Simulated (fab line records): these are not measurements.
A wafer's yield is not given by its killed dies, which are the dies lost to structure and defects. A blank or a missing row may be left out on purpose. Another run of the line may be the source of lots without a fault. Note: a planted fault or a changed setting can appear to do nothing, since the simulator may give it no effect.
What tool caused it?	flow gf180mcu	route of 602 steps, sampled at 1 step: 6 lots, 18 wafers

## WHAT THE GAUGES SHOWED, per wafer
GF_M2_THK_MEAS_06: measures by xrf.
lot	measured	on	M2_ALCU_THK (nm)
L518	day 18 17:26	film metro-04	440 433 437
L521	day 20 05:19	film metro-04	446 442 452
L529	day 23 04:17	film metro-04	448 438 439
L531	day 23 15:24	film metro-04	443 453 439
L535	day 25 00:44	film metro-04	447 436 441
L539	day 26 04:34	film metro-03	441 429 434

## EACH LOT AND THE TOOL THAT RAN IT (in order: tool; ch and the chambers of the sampled wafers; start)
The record holds no process step before these readings.

## THE ANSWER, worked out from the rows above alone
Rule: what is usual is taken from the lots themselves. Put in order of their means at a reading, lots are off if they are a third of the lots or fewer, leave a main group of 4 or more, and stand apart from it by a gap of 3 or more times the standard deviation of the main group's means; of several such gaps the widest counts. A main group is skipped when, at the precision printed for the reading in the tables above, its means are all equal. Also off: a lot with no number at a reading for which 4 or more lots have one. Where the step has rows for the other lots, those lots are counted as sound.
None of the lots is off at any reading shown; this tells nothing.

## WHAT THE SIMULATOR HAD PUT IN
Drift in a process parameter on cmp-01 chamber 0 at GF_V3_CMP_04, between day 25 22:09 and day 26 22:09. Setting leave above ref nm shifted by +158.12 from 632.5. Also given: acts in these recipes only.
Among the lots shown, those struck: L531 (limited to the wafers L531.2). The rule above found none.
